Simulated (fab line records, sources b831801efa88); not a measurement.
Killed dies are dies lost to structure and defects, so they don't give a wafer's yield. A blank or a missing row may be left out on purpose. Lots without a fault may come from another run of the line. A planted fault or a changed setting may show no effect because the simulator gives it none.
Problem report in the 8D (eight disciplines) form, filled by code | flow sfq_line | the parts of the form that need people (team, actions taken, sign-off) are left out

1. THE PROBLEM
oes_product_au at SFQ_TRILAYER_I4_VIA_BARC_OPEN_VIA_ETCH_146 reads a mean of 0.655 a.u. on 6 wafers of 2 lots; wafers without a fault read 0.685 a.u. with a standard deviation of 0.0045. That is -6.6 standard deviations from the usual mean.
The step: etches BARC in O2, target depth 125 nm, time 41.7 s.
First seen on wafer L190.3, day 60 21:22, on rie_diel-03. The record holds 42 wafers of 14 lots with a number at this step. Rule for "out", or "out of limits": more than 4 standard deviations from the usual mean. The other wafers with a number count as sound.

2. WHAT IT IS AND WHAT IT IS NOT
question                    | is                     | is not
which readings at this step | oes_product_au         | drypump_motor_current_A
which lots                  | L190, L193             | L176, L177, L178, L180, L181, L182, L183, L184, L185, L186, L187, L198
which wafers of those lots  | all that have a number | -
read on which tools         | rie_diel-03            | rie_diel-01, rie_diel-02
when                        | from day 60 21:22      | up to then (33 sound wafers); but 3 sound wafers of L198 came after

3. SUSPECTS, AND WHAT RULES EACH OUT
Counting: a tool at a process step up to the reading stays a suspect if it ran every lot that is out and no sound lot after the first of them.
- litho_track-04 at SFQ_TRILAYER_I4_VIA_LITHO_COAT_108 (resist thk 62 nm): ruled out as a lasting fault. Sound lots L198 ran on it after its first lot that is out, L190 (day 55 08:46).
- rie_diel-03 at SFQ_TRILAYER_I4_VIA_BARC_OPEN_VIA_ETCH_146 (etches BARC in O2, target depth 125 nm, time 41.7 s): ruled out as a lasting fault. Sound lots L198 ran on it after its first lot that is out, L190 (day 60 21:22).
Left after counting: nothing in the record.

4. THE CAUSE (what the simulator had put in)
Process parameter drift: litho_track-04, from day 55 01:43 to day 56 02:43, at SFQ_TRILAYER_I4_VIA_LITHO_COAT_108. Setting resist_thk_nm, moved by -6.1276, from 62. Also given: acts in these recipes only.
Counting ruled it out, wrongly: the rule takes a fault to strike every lot that its tool runs from its start on, and this one did not.

5. THE CHAIN OF EFFECTS, in route order
Each row: a reading whose mean over the struck wafers that have a number lies more than 3 standard deviations from the usual. Only readings for which the record gives a usual standard deviation are gone through. hours: the time from each lot's start at the first step in this table that gives one to its start at this step, as a median over the lots. sigmas: the change in usual standard deviations.
hours | step                                       | reading        | usual      | on struck wafers | change | sigmas
0     | SFQ_TRILAYER_I4_VIA_BARC_OPEN_VIA_ETCH_146 | oes_product_au | 0.685 a.u. | 0.655            | -0.030 | -6.6
The process steps in it:
- SFQ_TRILAYER_I4_VIA_BARC_OPEN_VIA_ETCH_146: etches BARC in O2, target depth 125 nm, time 41.7 s.

6. WHAT WOULD HAVE CAUGHT IT SOONER
In this record the first reading out of limits was taken at day 60 21:22, 140 hours after the fault began at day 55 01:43.
Of the tool readings at SFQ_TRILAYER_I4_VIA_LITHO_COAT_108 for which the record gives a usual standard deviation, none was out on any struck wafer, so an alarm limit of 4 standard deviations on them would not have fired.
